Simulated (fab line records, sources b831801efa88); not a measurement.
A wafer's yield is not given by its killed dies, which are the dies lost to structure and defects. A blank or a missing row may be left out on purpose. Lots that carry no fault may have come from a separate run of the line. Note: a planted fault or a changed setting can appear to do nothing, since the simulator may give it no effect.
Split-lot study / flow gf180mcu / on a route of 602 steps: 5 lots, 23 wafers read

THE SPLIT
At GF_HV_LDD_IMPLANT_34, the setting dose_cm2 was moved away from the recipe's 7.5e+12 on 10 of the 23 wafers read, by -16.4% to +11.2%. The other wafers ran this setting at the recipe's value.

FROM THE SPLIT TO THE READING: what the file shows between them, 9 steps
- GF_HV_LDD_COAT_41: resist thk 1000 nm (also split here: resist_thk_nm)
- GF_HV_LDD_SOFTBAKE_42: time 60 s
- GF_HV_LDD_EXPOSE_43: exposes mask Pplus HV AREA, target cd 400 nm
- GF_HV_LDD_PEB_44
- GF_HV_LDD_DEVELOP_45: develop time 60 s
- GF_HV_LDD_IMPLANT_48 (also split here: dose_cm2)
- GF_HV_LDD_STRIP_49: strips in O2/N2
- GF_HV_LDD_CLEAN_51: cleans in SC1/SC2, time 150 s
- GF_HV_LDD_RTA_52: time 10 s

THE READING
At GF_HV_LDD_RS_MEAS_53, a four-point-probe measurement gives HV_LDD_RS in ohm/sq. Typical for fault-free wafers on this fab line: 417.1 ohm/sq, with standard deviation 1.2 ohm/sq.

wafer=L074.1; tool, chamber at the split=implanter-01, 0; dose_cm2 as run=7.5e+12; against the recipe=recipe; HV_LDD_RS, ohm/sq=417.7; against lot-mates on the recipe=-
wafer=L074.2; tool, chamber at the split=implanter-01, 0; dose_cm2 as run=7.5e+12; against the recipe=recipe; HV_LDD_RS, ohm/sq=415.9; against lot-mates on the recipe=-
wafer=L074.3; tool, chamber at the split=implanter-01, 0; dose_cm2 as run=6.318e+12; against the recipe=-15.8%; HV_LDD_RS, ohm/sq=419.3; against lot-mates on the recipe=+2.5
wafer=L074.5; tool, chamber at the split=implanter-01, 0; dose_cm2 as run=6.318e+12; against the recipe=-15.8%; HV_LDD_RS, ohm/sq=421.4; against lot-mates on the recipe=+4.6
wafer=L074.6; tool, chamber at the split=implanter-01, 0; dose_cm2 as run=6.318e+12; against the recipe=-15.8%; HV_LDD_RS, ohm/sq=419.6; against lot-mates on the recipe=+2.8
wafer=L075.1; tool, chamber at the split=implanter-01, 0; dose_cm2 as run=7.5e+12; against the recipe=recipe; HV_LDD_RS, ohm/sq=417.0; against lot-mates on the recipe=-
wafer=L075.2; tool, chamber at the split=implanter-01, 0; dose_cm2 as run=8.337e+12; against the recipe=+11.2%; HV_LDD_RS, ohm/sq=413.3; against lot-mates on the recipe=-3.1
wafer=L075.3; tool, chamber at the split=implanter-01, 0; dose_cm2 as run=7.5e+12; against the recipe=recipe; HV_LDD_RS, ohm/sq=415.7; against lot-mates on the recipe=-
wafer=L075.5; tool, chamber at the split=implanter-01, 0; dose_cm2 as run=8.337e+12; against the recipe=+11.2%; HV_LDD_RS, ohm/sq=414.3; against lot-mates on the recipe=-2.1
wafer=L075.6; tool, chamber at the split=implanter-01, 0; dose_cm2 as run=7.5e+12; against the recipe=recipe; HV_LDD_RS, ohm/sq=416.4; against lot-mates on the recipe=-
wafer=L076.1; tool, chamber at the split=implanter-02, 0; dose_cm2 as run=6.938e+12; against the recipe=-7.5%; HV_LDD_RS, ohm/sq=420.1; against lot-mates on the recipe=+1.6
wafer=L076.3; tool, chamber at the split=implanter-02, 0; dose_cm2 as run=6.938e+12; against the recipe=-7.5%; HV_LDD_RS, ohm/sq=419.6; against lot-mates on the recipe=+1.1
wafer=L076.4; tool, chamber at the split=implanter-02, 0; dose_cm2 as run=7.5e+12; against the recipe=recipe; HV_LDD_RS, ohm/sq=418.7; against lot-mates on the recipe=-
wafer=L076.5; tool, chamber at the split=implanter-02, 0; dose_cm2 as run=7.5e+12; against the recipe=recipe; HV_LDD_RS, ohm/sq=418.3; against lot-mates on the recipe=-
wafer=L076.6; tool, chamber at the split=implanter-02, 0; dose_cm2 as run=6.938e+12; against the recipe=-7.5%; HV_LDD_RS, ohm/sq=419.2; against lot-mates on the recipe=+0.7
wafer=L081.1; tool, chamber at the split=implanter-03, 0; dose_cm2 as run=6.27e+12; against the recipe=-16.4%; HV_LDD_RS, ohm/sq=422.1; against lot-mates on the recipe=+4.3
wafer=L081.2; tool, chamber at the split=implanter-03, 0; dose_cm2 as run=7.5e+12; against the recipe=recipe; HV_LDD_RS, ohm/sq=417.0; against lot-mates on the recipe=-
wafer=L081.3; tool, chamber at the split=implanter-03, 0; dose_cm2 as run=7.5e+12; against the recipe=recipe; HV_LDD_RS, ohm/sq=418.5; against lot-mates on the recipe=-
wafer=L081.4; tool, chamber at the split=implanter-03, 0; dose_cm2 as run=7.5e+12; against the recipe=recipe; HV_LDD_RS, ohm/sq=417.8; against lot-mates on the recipe=-
wafer=L081.6; tool, chamber at the split=implanter-03, 0; dose_cm2 as run=6.27e+12; against the recipe=-16.4%; HV_LDD_RS, ohm/sq=422.6; against lot-mates on the recipe=+4.8
wafer=L084.1; tool, chamber at the split=implanter-01, 0; dose_cm2 as run=7.5e+12; against the recipe=recipe; HV_LDD_RS, ohm/sq=419.3; against lot-mates on the recipe=-
wafer=L084.3; tool, chamber at the split=implanter-01, 0; dose_cm2 as run=7.5e+12; against the recipe=recipe; HV_LDD_RS, ohm/sq=418.0; against lot-mates on the recipe=-
wafer=L084.4; tool, chamber at the split=implanter-01, 0; dose_cm2 as run=7.5e+12; against the recipe=recipe; HV_LDD_RS, ohm/sq=417.6; against lot-mates on the recipe=-

FIT RESULTS
A straight line over all 23 wafers: HV_LDD_RS changes by -0.249 ohm/sq for each +1% of dose_cm2; r = -0.88; the points scatter about the line by 1.1 ohm/sq.
The same after taking each lot's own level away (the mean of its wafers on the recipe; 23 wafers): -0.231 ohm/sq for each +1%; r = -0.93; scatter 0.74 ohm/sq.
That fit puts the effect of the largest move of dose_cm2 on the reading at 3.8 ohm/sq.
Across the lots, their own levels run from 416.37 to 418.50 ohm/sq, a range of 1.8 times the standard deviation given above.
The two slopes agree, so the slope changes little with the lot-to-lot level.
Check: +3.63 ohm/sq against its lot-mates is what the line predicts for one of the wafers moved furthest among these (-16.4%) when that wafer is left out of the fit. It came out at +4.33 ohm/sq against them.

OTHER SPLITS APPLIED TO THESE WAFERS
These wafers also went through other splits before the reading. Each is held against what the fit with the lots' levels taken away leaves over:
other split on the same wafers=GF_VT_IMPLANT_STRIP_31 platen_temp_c; wafers away from the commonest value=8; r with HV_LDD_RS (lot level and that fit taken away)=+0.07
other split on the same wafers=GF_VT_IMPLANT_IMPLANT_41 energy_kev; wafers away from the commonest value=5; r with HV_LDD_RS (lot level and that fit taken away)=-0.53
other split on the same wafers=GF_DUAL_GATE_OXIDATION_02 ox_time_s; wafers away from the commonest value=10; r with HV_LDD_RS (lot level and that fit taken away)=+0.13
other split on the same wafers=GF_POLY_GATE_EXPOSE_07 dose_mj; wafers away from the commonest value=6; r with HV_LDD_RS (lot level and that fit taken away)=+0.15
other split on the same wafers=GF_HV_LDD_EXPOSE_04 dose_mj; wafers away from the commonest value=8; r with HV_LDD_RS (lot level and that fit taken away)=+0.03
other split on the same wafers=GF_HV_LDD_STRIP_22 platen_temp_c; wafers away from the commonest value=6; r with HV_LDD_RS (lot level and that fit taken away)=+0.14
other split on the same wafers=GF_HV_LDD_COAT_41 resist_thk_nm; wafers away from the commonest value=7; r with HV_LDD_RS (lot level and that fit taken away)=+0.21
other split on the same wafers=GF_HV_LDD_IMPLANT_48 dose_cm2; wafers away from the commonest value=4; r with HV_LDD_RS (lot level and that fit taken away)=+0.28

FILE'S OWN FIT
HV_LDD_RS changes by -0.235 ohm/sq for each +1% of dose_cm2, r = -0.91.
